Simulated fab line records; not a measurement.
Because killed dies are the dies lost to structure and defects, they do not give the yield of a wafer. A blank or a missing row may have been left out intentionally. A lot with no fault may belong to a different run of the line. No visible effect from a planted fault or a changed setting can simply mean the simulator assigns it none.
fab line records	flow sky130
[record] lots = 13	wafers = 39	last_day = 50
route steps=708 shown VT_ADJUST_LVTN@115 VT_ADJUST_PCH@152 GATE_OXIDE@198
lots that met no fault: taken from a fault-free run of the same line
start_h: hours from the record's first day to the start of the lot's first wafer shown	wait_h: hours elapsed since this lot's preceding step	" unchanged from the row above	L1.1+2: several wafers, shown together as one row	- value missing, or start not given	* or withheld: withheld	< > ~ a bound
route shown NAME@n: a module of which the file shows steps, and the number in the route of the first	usual: the fault-free wafers' mean and standard deviation	same: alike in all rows	chamber/n: place in a boat	sites: readings site by site	_std_site: how widely they spread, as a standard deviation	_edge_site: outer sites' mean less inner sites'	radius_mm: for every site, how far away it sits from the centre of the wafer	mask NAME#n: copy n	behind: the tool/chamber that last shaped the wafer	hold: why the lot was held/for how many hours/how that ended	device: whichever transistor did not switch (one of n, p or np)	end of line: the same wafers' tests at the end of the route	a step given without rows: its recipe and nothing more	killed: dies that structure and defects cost at the first sort, which is not the same as the wafer's yield	map: shows each die of a wafer: x if killed, . if not, _ if none is there
set.NAME: the setting as run; set.NAME@STEP: as run at that earlier step	model.NAME: the simulator's own value behind a step, which no gauge read
one table for each step of the route and one row for each wafer, over a sample of lots
services: a tool's chamber out of use, with start hour (start_h, from the record's first day; less than 0 if before it), hours out, and reason
[[steps]]
[step SKY_VT_ADJUST_LVTN_OVL_MEAS_18]
[usual] VT_ADJUST_LVTN_01_OVL = 2.1/1.6
lot.wafer	tool	chamber	start_h	wait_h	VT_ADJUST_LVTN_01_OVL[nm]
L792.3	overlay-01	-	163.43	0.1	5.8
L792.5	"	-	"	"	3.2
L792.6	"	-	"	"	3.5
L794.1	overlay-02	-	175.52	0.1	0.4
L794.3	"	-	"	"	1.9
L794.4	"	-	"	"	3.5
L795.2	overlay-01	-	177.82	0.1	2.2
L795.3	"	-	"	"	1.3
L795.4	"	-	"	"	0.4
L796.1	overlay-02	-	190.62	0.1	1.9
L796.2	"	-	"	"	2.2
L796.6	"	-	"	"	0.6
L797.1	overlay-02	-	196.77	0.1	5.8
L797.5	"	-	"	"	4.1
L797.6	"	-	"	"	4.1
L798.1	overlay-02	-	204.02	0.1	3.5
L798.2	"	-	"	"	3.2
L798.5	"	-	"	"	3.4
L799.1	overlay-02	-	208.82	0.1	2.3
L799.3	"	-	"	"	3.5
L799.6	"	-	"	"	3.2
L802.1	overlay-01	-	227.72	0.1	2.6
L802.2	"	-	"	"	2.8
L802.3	"	-	"	"	1.7
L806.2	overlay-02	-	254.02	0.1	2.7
L806.4	"	-	"	"	3.1
L806.6	"	-	"	"	1.9
L807.1	overlay-02	-	262.36	0.1	1.5
L807.2	"	-	"	"	-0.3
L807.6	"	-	"	"	2.0
L808.2	overlay-01	-	267.72	0.1	-0.3
L808.3	"	-	"	"	1.0
L808.6	"	-	"	"	1.2
L809.2	overlay-02	-	274.16	0.1	3.7
L809.3	"	-	"	"	3.0
L809.5	"	-	"	"	2.8
L815.2	overlay-02	-	315.76	0.1	3.0
L815.4	"	-	"	"	3.1
L815.5	"	-	"	"	3.4
[step SKY_VT_ADJUST_PCH_STRIP_09]
[recipe] chemistry = O2/N2	power_w = 1400	pressure_mtorr = 1500	platen_temp_c = withheld	o2_flow_sccm = 3000	n2_flow_sccm = 300	overash_fraction = 0.5
[usual] drypump_motor_current_A = 5.4/0.39	oes_product_au = 0.723/0.0046	strip_time_to_endpoint_s = 36.91/0.11
lot.wafer	tool	chamber	start_h	wait_h	drypump_motor_current_A	oes_product_au	rf_hours_counter_h	strip_time_to_endpoint_s
L792.3	plasma_asher-04	0	228.08	0.1	5.1	0.723	-	36.89
L792.5	"	1	"	"	5.4	0.728	-	36.90
L792.6	"	0	"	"	5.1	0.724	-	37.00
L794.1	plasma_asher-03	0	241.00	0.1	6.1	0.719	56	36.86
L794.3	"	0	"	"	6.1	0.729	-	37.02
L794.4	"	1	"	"	5.3	0.725	-	36.89
L795.2	plasma_asher-03	1	243.70	0.1	5.3	0.726	56	36.79
L795.3	"	1	"	"	5.3	0.722	-	36.79
L795.4	"	0	"	"	6.1	0.737	-	36.75
L796.1	plasma_asher-01	1	258.40	0.1	5.1	0.718	60	36.88
L796.2	"	0	"	"	5.1	0.726	60	37.05
L796.6	"	0	"	"	5.1	0.725	-	36.97
L797.1	plasma_asher-03	0	265.55	0.1	6.1	0.725	57	36.81
L797.5	"	0	"	"	6.1	0.721	-	36.74
L797.6	"	1	"	"	5.3	0.730	-	36.73
L798.1	plasma_asher-03	0	274.20	0.1	6.1	0.720	58	36.94
L798.2	"	1	"	"	5.3	0.724	58	36.99
L798.5	"	0	"	"	6.1	0.723	-	36.87
L799.1	plasma_asher-03	1	278.60	0.1	5.3	0.714	58	36.83
L799.3	"	0	"	"	6.1	0.718	-	36.98
L799.6	"	1	"	"	5.3	0.714	-	36.97
L802.1	plasma_asher-03	1	298.25	0.1	5.3	0.718	60	36.98
L802.2	"	0	"	"	6.1	0.727	60	36.92
L802.3	"	1	"	"	5.3	0.727	-	36.82
L806.2	plasma_asher-04	0	327.60	0.1	5.1	0.721	19	37.13
L806.4	"	0	"	"	5.1	0.724	-	36.97
L806.6	"	0	"	"	5.1	0.723	-	36.95
L807.1	plasma_asher-04	0	336.05	0.1	5.1	0.717	20	37.06
L807.2	"	1	"	"	5.4	0.715	20	37.05
L807.6	"	1	"	"	5.4	0.720	-	37.02
L808.2	plasma_asher-03	0	343.45	0.1	6.1	0.723	65	36.87
L808.3	"	0	"	"	6.1	0.724	-	36.83
L808.6	"	1	"	"	5.3	0.724	-	36.79
L809.2	plasma_asher-04	1	350.06	0.1	5.4	0.720	21	37.03
L809.3	"	0	"	"	5.1	0.720	-	37.01
L809.5	"	0	"	"	5.1	0.724	-	37.08
L815.2	plasma_asher-01	0	398.10	0.1	5.1	0.722	74	36.83
L815.4	"	1	"	"	5.0	0.724	-	36.89
L815.5	"	1	"	"	5.0	0.714	-	36.81
[step SKY_VT_ADJUST_PCH_TW_MEAS_10]
[usual] VT_ADJUST_PCH_TW = 142.9/0.86
lot.wafer	tool	chamber	start_h	wait_h	VT_ADJUST_PCH_TW
L792.3	film_metro-03	-	228.17	0.1	143.5
L792.5	"	-	"	"	144.0
L792.6	"	-	"	"	143.8
L794.1	film_metro-03	-	241.10	0.1	143.9
L794.3	"	-	"	"	144.8
L794.4	"	-	"	"	145.1
L795.2	film_metro-02	-	243.81	0.1	141.6
L795.3	"	-	"	"	141.3
L795.4	"	-	"	"	142.0
L796.1	film_metro-03	-	258.50	0.1	144.9
L796.2	"	-	"	"	144.3
L796.6	"	-	"	"	143.9
L797.1	film_metro-02	-	265.65	0.1	142.4
L797.5	"	-	"	"	142.6
L797.6	"	-	"	"	142.5
L798.1	film_metro-02	-	274.30	0.1	142.6
L798.2	"	-	"	"	142.7
L798.5	"	-	"	"	143.1
L799.1	film_metro-02	-	278.70	0.1	143.2
L799.3	"	-	"	"	142.2
L799.6	"	-	"	"	142.3
L802.1	film_metro-04	-	298.35	0.1	142.6
L802.2	"	-	"	"	142.8
L802.3	"	-	"	"	142.1
L806.2	film_metro-02	-	327.71	0.1	143.8
L806.4	"	-	"	"	142.0
L806.6	"	-	"	"	142.8
L807.1	film_metro-02	-	336.15	0.1	140.8
L807.2	"	-	"	"	141.6
L807.6	"	-	"	"	141.4
L808.2	film_metro-02	-	343.56	0.1	141.7
L808.3	"	-	"	"	140.5
L808.6	"	-	"	"	140.7
L809.2	film_metro-04	-	350.17	0.1	142.7
L809.3	"	-	"	"	142.4
L809.5	"	-	"	"	143.0
L815.2	film_metro-04	-	398.21	0.1	143.1
L815.4	"	-	"	"	143.3
L815.5	"	-	"	"	142.1
[step SKY_GATE_OXIDE_IMPLANT_11]
[recipe] species = B	energy_kev = 10	dose_cm2 = 2.6e+12	tilt_deg = withheld
[usual] beam_energy_keV = 10.000/0.0033
lot.wafer	tool	chamber	start_h	wait_h	beam_energy_keV
L792.3	implanter-01	0	309.00	0.1	10.002
L792.5	"	0	"	"	9.998
L792.6	"	0	"	"	9.998
L794.1	implanter-04	0	327.95	0.0	9.998
L794.3	"	0	"	"	9.995
L794.4	"	0	"	"	10.001
L795.2	implanter-03	0	328.19	0.0	9.997
L795.3	"	0	"	"	10.000
L795.4	"	0	"	"	9.994
L796.1	implanter-03	0	347.06	0.0	9.999
L796.2	"	0	"	"	10.001
L796.6	"	0	"	"	9.993
L797.1	implanter-03	0	349.69	0.0	10.001
L797.5	"	0	"	"	9.996
L797.6	"	0	"	"	9.996
L798.1	implanter-04	0	358.71	0.0	9.999
L798.2	"	0	"	"	10.002
L798.5	"	0	"	"	9.998
L799.1	implanter-04	0	361.69	0.0	10.000
L799.3	"	0	"	"	9.992
L799.6	"	0	"	"	9.995
L802.1	implanter-01	0	384.75	0.0	9.999
L802.2	"	0	"	"	10.000
L802.3	"	0	"	"	10.003
L806.2	implanter-01	0	420.12	0.0	9.997
L806.4	"	0	"	"	9.994
L806.6	"	0	"	"	10.004
L807.1	implanter-01	0	430.49	0.0	11.638
L807.2	"	0	"	"	11.639
L807.6	"	0	"	"	11.645
L808.2	implanter-01	0	439.23	0.0	11.632
L808.3	"	0	"	"	11.639
L808.6	"	0	"	"	11.638
L809.2	implanter-01	0	449.63	0.0	11.643
L809.3	"	0	"	"	11.641
L809.5	"	0	"	"	11.641
L815.2	implanter-04	0	500.58	0.0	10.001
L815.4	"	0	"	"	10.000
L815.5	"	0	"	"	9.997
[step SKY_GATE_OXIDE_TW_MEAS_14]
[usual] GATE_OXIDE_TW = 224.4/1.2
lot.wafer	tool	chamber	start_h	wait_h	GATE_OXIDE_TW
L792.3	film_metro-02	-	309.32	0.1	223.5
L792.5	"	-	"	"	223.7
L792.6	"	-	"	"	223.9
L794.1	film_metro-01	-	328.31	0.1	224.0
L794.3	"	-	"	"	225.6
L794.4	"	-	"	"	225.0
L795.2	film_metro-03	-	328.53	0.1	224.4
L795.3	"	-	"	"	224.5
L795.4	"	-	"	"	224.7
L796.1	film_metro-02	-	347.52	0.1	221.7
L796.2	"	-	"	"	223.7
L796.6	"	-	"	"	220.7
L797.1	film_metro-03	-	350.06	0.1	224.6
L797.5	"	-	"	"	225.6
L797.6	"	-	"	"	224.9
L798.1	film_metro-03	-	359.07	0.1	225.3
L798.2	"	-	"	"	225.7
L798.5	"	-	"	"	224.1
L799.1	film_metro-03	-	362.15	0.1	224.3
L799.3	"	-	"	"	226.2
L799.6	"	-	"	"	225.5
L802.1	film_metro-01	-	385.10	0.1	223.7
L802.2	"	-	"	"	225.1
L802.3	"	-	"	"	224.3
L806.2	film_metro-02	-	420.46	0.1	223.3
L806.4	"	-	"	"	222.8
L806.6	"	-	"	"	224.2
L807.1	film_metro-01	-	430.85	0.1	232.6
L807.2	"	-	"	"	233.2
L807.6	"	-	"	"	233.1
L808.2	film_metro-02	-	439.57	0.1	230.7
L808.3	"	-	"	"	229.5
L808.6	"	-	"	"	230.0
L809.2	film_metro-02	-	449.97	0.1	231.8
L809.3	"	-	"	"	231.0
L809.5	"	-	"	"	232.1
L815.2	film_metro-02	-	500.93	0.1	222.7
L815.4	"	-	"	"	223.1
L815.5	"	-	"	"	222.6
[[services]]
tool	chamber	start_h	hours	kind
plasma_asher-04	-	219.36	8.6	pm
implanter-03	-	233.40	4.8	pm
implanter-01	-	235.23	2.3	repair
plasma_asher-03	-	244.97	11.5	repair
implanter-03	-	248.38	1.3	repair
implanter-03	-	289.23	1.5	repair
implanter-04	-	304.79	1.0	repair
implanter-01	-	353.13	8.9	repair
plasma_asher-04	-	382.59	1.0	repair
plasma_asher-03	-	413.24	0.7	repair
plasma_asher-01	-	421.25	9.0	pm
plasma_asher-01	0	421.25	9.0	vent_cycle
plasma_asher-01	1	421.25	9.0	vent_cycle
implanter-03	-	426.98	1.9	repair
plasma_asher-01	0	430.25	-	clean
plasma_asher-01	-	436.25	4.5	repair
implanter-03	-	438.81	3.8	repair
implanter-01	-	441.96	3.6	pm
implanter-01	-	450.85	1.9	repair
plasma_asher-04	-	459.67	14.6	pm
implanter-03	-	464.60	4.3	pm
plasma_asher-04	-	474.27	28.1	pm
plasma_asher-01	-	481.38	2.2	repair
implanter-03	-	482.97	10.8	pm
[[key]]
[first_sign] step = SKY_GATE_OXIDE_IMPLANT_11	reading = beam_energy_keV	direction = up	sigmas = 99+	usual = *	struck = *
[effect] step = SKY_GATE_OXIDE_TW_MEAS_14	reading = GATE_OXIDE_TW	direction = up	sigmas = 6.1	usual = 224.4	struck = 231.6
met_at SKY_GATE_OXIDE_IMPLANT_11
struck_lots L807,L808,L809
tester_left_out L807,L808,L809
not_acting_at SKY_VT_ADJUST_LVTN_OVL_MEAS_18,SKY_VT_ADJUST_PCH_STRIP_09,SKY_VT_ADJUST_PCH_TW_MEAS_10
onset_between 420.12 430.49
[fault] kind = process_parameter_drift	tool = implanter-01	chamber = -	onset_h = 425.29	steps = SKY_GATE_OXIDE_IMPLANT_11	channel = energy_kev	offset = *	shape = step	end_h = 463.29	acts_in = *	stated = *
// tester_left_out: of these lots the tester's yield and bins aren't shown, on N5 and GAA mostly nor the transistor test; their killed dies are dies lost to structure and defects alone, not to doping, threshold or leakage, so they don't give the yield
